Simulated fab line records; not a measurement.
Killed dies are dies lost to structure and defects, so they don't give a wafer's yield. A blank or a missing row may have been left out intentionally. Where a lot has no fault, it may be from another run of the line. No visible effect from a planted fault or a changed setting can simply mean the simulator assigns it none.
One fault through the eyes of 2 desks -- flow sky130 -- numbers are kept per desk, each desk with only its own; the story behind them comes last

FOR THE TOOL OWNER'S DESK: wet-bench-03
The tool's own readings at SKY_SONOS_TUNNEL_CLEAN_13 (cleans in dHF, time 20 s): means of the sampled wafers that have a number, for each lot that ran on this tool. Marked OUT: a lot whose mean sits more than 4 standard deviations from the usual mean, which makes it out of limits; the brackets give that distance.
Columns: A = run-length-s at SKY_SONOS_TUNNEL_CLEAN_13, usual 49.6 s
lot,first seen here,A
L355,day 11 04:16,48.0
L359,day 12 19:16,47.0
L361,day 13 11:00,46.6
L365,day 14 15:08,37.1 (-5.4) OUT
L376,day 18 08:01,48.4
This desk finds L365 out of limits, L365 being first, at day 14 15:08 (run-length-s at SKY_SONOS_TUNNEL_CLEAN_13). L355, L359, L361, L376: within limits.

METROLOGY DESK
What the gauges read for every lot (on any tool): the sampled wafers with a number, averaged. Marked OUT: a lot whose mean sits more than 4 standard deviations from the usual mean, which makes it out of limits; the brackets give that distance.
Columns: A = cd-nm at SKY_SD_P_CD_MEAS_07, usual 380.4 nm; B = LI_CONTACT_W_RS at SKY_LI_CONTACT_RS_MEAS_22, usual 0.265 ohm/sq; C = LOCAL_INTERCONNECT_TIN_THK at SKY_LOCAL_INTERCONNECT_THK_MEAS_02, usual 99.4 nm
lot,first seen here,A,B,C
L355,day 25 08:30,383.2,0.260,100.5
L356,day 25 22:48,377.3,0.260,99.9
L357,day 26 04:08,380.3,0.263,98.9
L358,day 26 06:57,384.7,0.267,100.7
L359,day 27 05:23,378.1,0.265,100.0
L361,day 27 19:49,379.1,0.267,99.2
L365,day 28 22:22,376.9,0.265,100.0
L369,day 30 05:55,380.5,0.264,99.2
L374,day 32 01:52,380.7,0.263,98.8
L375,day 32 07:23,382.7,0.264,99.0
L376,day 32 17:10,379.4,0.261,99.7
L377,day 32 21:08,379.4,0.263,101.7
L378,day 33 20:50,382.1,0.265,98.3
Finding of this desk: none of the 13 lots has anything out of limits.

TAKEN TOGETHER
An alarm could have come from the tool owner's desk at day 14 15:08, on L365.
The metrology desk saw nothing out of limits.
The metrology desk has L365 on record, within its limits.
All the named lots went through SKY_SONOS_TUNNEL_CLEAN_13 on wet-bench-03.

WHAT THE SIMULATOR HAD INSERTED
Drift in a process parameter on wet-bench-03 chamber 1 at SKY_SONOS_TUNNEL_CLEAN_13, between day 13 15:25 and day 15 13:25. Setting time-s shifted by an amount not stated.
Struck lots among those shown: L365.
Each desk's first reading out of limits, in hours after the fault started: the tool owner's desk, 24.
